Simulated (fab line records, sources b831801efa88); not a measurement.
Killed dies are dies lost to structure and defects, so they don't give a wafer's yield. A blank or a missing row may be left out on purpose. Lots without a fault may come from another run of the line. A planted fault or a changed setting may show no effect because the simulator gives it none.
A struck lot beside a sound one | flow sky130 | 19 steps out of a route of 708
Sound: wafers L436.2, L436.4, L436.6. Struck: wafers L445.4, L445.5, L445.6. The cause comes at the end.
At each step with rows: each side's tool, then ch and its chambers, then its first start. Under that, the readings that differ: sound wafers | struck wafers | difference of the means | sigmas: that difference in standard deviations of wafers without a fault.
alike: readings whose means differ by less than 2 such deviations, and words and numbers that are the same on both sides. not compared: withheld readings, readings that some wafer has no value for, bounds like >300 that may hide the same value, and numbers for which the record gives no deviation and whose values overlap.
The two part at a step that has a row with sigmas, a row that says differs or no value, or rows on one side only. Numbers that don't overlap but have no deviation are shown without sigmas and don't part them. A reading that every wafer of one side lacks parts them only if that side has two wafers or more.

first, 8 steps without rows for these wafers: SKY_RES_XHIGH_DEHYDRATE_00 (time 60 s); SKY_RES_XHIGH_HMDS_01 (prime time 60 s); SKY_RES_XHIGH_COAT_02 (resist thk 1140 nm); SKY_RES_XHIGH_SOFTBAKE_03 (time 60 s); SKY_RES_XHIGH_EXPOSE_04 (exposes mask URPM, target cd 1270 nm); SKY_RES_XHIGH_PEB_05; SKY_RES_XHIGH_DEVELOP_06 (develop time 60 s); SKY_RES_XHIGH_IMPLANT_07.
SKY_RES_XHIGH_STRIP_08: strips in O2/N2.
  sound on plasma_asher-04 ch 0,1, day 27 15:26; struck on plasma_asher-02 ch 0,1, day 30 19:34
  alike: drypump_motor_current_A, n2_flow_sccm, oes_product_au, strip_time_to_endpoint_s
  not compared: rf_hours_counter_h
SKY_RES_XHIGH_TW_MEAS_09:
  sound on film_metro-02, day 27 15:34; struck on film_metro-03, day 30 19:40
  alike: RES_XHIGH_TW
then, 2 steps without rows for these wafers: SKY_SD_N_DEHYDRATE_00 (time 60 s); SKY_SD_N_HMDS_01 (prime time 60 s).
SKY_SD_N_COAT_02: resist thk 1140 nm.
  sound on litho_track-02 ch 0, day 28 05:39; struck on litho_track-04, day 31 09:28
  no value came back on the struck wafers for chill_plate_temp_C (C), dispense_pressure_kPa (kPa), spin_speed_rpm (rpm); on the sound wafers chill_plate_temp_C (C) reads 22.98 22.89 22.98
then, 4 steps without rows for these wafers: SKY_SD_N_SOFTBAKE_03 (time 60 s); SKY_SD_N_EXPOSE_04 (exposes mask NSDM, target cd 380 nm); SKY_SD_N_PEB_05; SKY_SD_N_DEVELOP_06 (develop time 60 s).
SKY_SD_N_CD_MEAS_07: target cd 380 nm.
  sound on cd_sem-02, day 28 20:12; struck on cd_sem-01, day 31 23:12
  reading    | sound             | struck | difference                    | sigmas
  cd_nm (nm) | 377.0 377.7 376.2 | - - -  | no value on the struck wafers |
SKY_SD_N_OVL_MEAS_08:
  sound on overlay-02, day 28 20:18; struck on overlay-01, day 31 23:17
  reading       | sound          | struck | difference                    | sigmas
  SD_N_OVL (nm) | -0.4 -1.1 -2.5 | - - -  | no value on the struck wafers |

WHERE THEY PART
First at SKY_SD_N_COAT_02; last, within this record, at SKY_SD_N_OVL_MEAS_08.

WHY: what the simulator had put in
Skipped step whole: litho_track-04, from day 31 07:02 on, at SKY_SD_N_COAT_02. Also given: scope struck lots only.
